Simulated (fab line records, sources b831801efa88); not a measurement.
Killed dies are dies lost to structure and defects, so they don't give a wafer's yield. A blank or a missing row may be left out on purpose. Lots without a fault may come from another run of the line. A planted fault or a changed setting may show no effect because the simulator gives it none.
Which tool did it? | flow sky130 | 6 lots, 18 wafers sampled, at 3 steps of a route of 708

WHAT THE GAUGES READ, wafer by wafer
SKY_VT_ADJUST_NCORE_CD_MEAS_07: target cd 380 nm.
lot  | measured     | on        | cd_nm (nm)
L645 | day 8 23:49  | cd_sem-02 | 382.3 380.9 379.7
L647 | day 9 08:09  | cd_sem-02 | 377.7 379.1 378.4
L650 | day 10 10:55 | cd_sem-02 | 381.7 378.0 382.5
L653 | day 11 03:47 | cd_sem-02 | 379.2 379.9 378.8
L656 | day 12 00:58 | cd_sem-01 | 378.6 379.7 377.4
L666 | day 14 22:59 | cd_sem-01 | 378.6 380.3 379.7

WHICH TOOL RAN EACH LOT (tool, then ch and the chambers of the sampled wafers, then the start)
lot  | SKY_NWELL_STRIP_25                   | SKY_VT_ADJUST_NCORE_EXPOSE_04
L645 | plasma_asher-03 ch 0,1, day 5 15:58  | iline_stepper-01 ch 0, day 8 13:32
L647 | plasma_asher-03 ch 1, day 6 00:25    | iline_stepper-01 ch 0, day 8 21:51
L650 | plasma_asher-01 ch 0,1, day 6 22:04  | iline_stepper-01 ch 0, day 9 23:50
L653 | plasma_asher-03 ch 0,1, day 7 14:37  | iline_stepper-02 ch 0, day 10 17:22
L656 | plasma_asher-01 ch 0,1, day 8 07:06  | iline_stepper-02 ch 0, day 11 13:26
L666 | plasma_asher-02 ch 0,1, day 10 19:25 | iline_stepper-02 ch 0, day 14 09:29
- SKY_NWELL_STRIP_25: strips in O2/N2.
- SKY_VT_ADJUST_NCORE_EXPOSE_04: exposes mask LVTN COMPLEMENT THIN, target cd 380 nm.

THE ANSWER, worked out from the rows above alone
Rule: what is usual is taken from the lots themselves. Put in order of their means at a reading, lots are off if they are a third of the lots or fewer, leave a main group of 4 or more, and stand apart from it by a gap of 3 or more times the standard deviation of the main group's means; of several such gaps the widest counts. A main group whose means are all the same, to the digits that the tables above print for the reading, isn't used. A lot without any number at a reading at which 4 lots or more have one is off too. The other lots that the step has rows for count as sound.
No lot is off at any reading shown: from this, nothing can be told.

WHAT THE SIMULATOR HAD PUT IN
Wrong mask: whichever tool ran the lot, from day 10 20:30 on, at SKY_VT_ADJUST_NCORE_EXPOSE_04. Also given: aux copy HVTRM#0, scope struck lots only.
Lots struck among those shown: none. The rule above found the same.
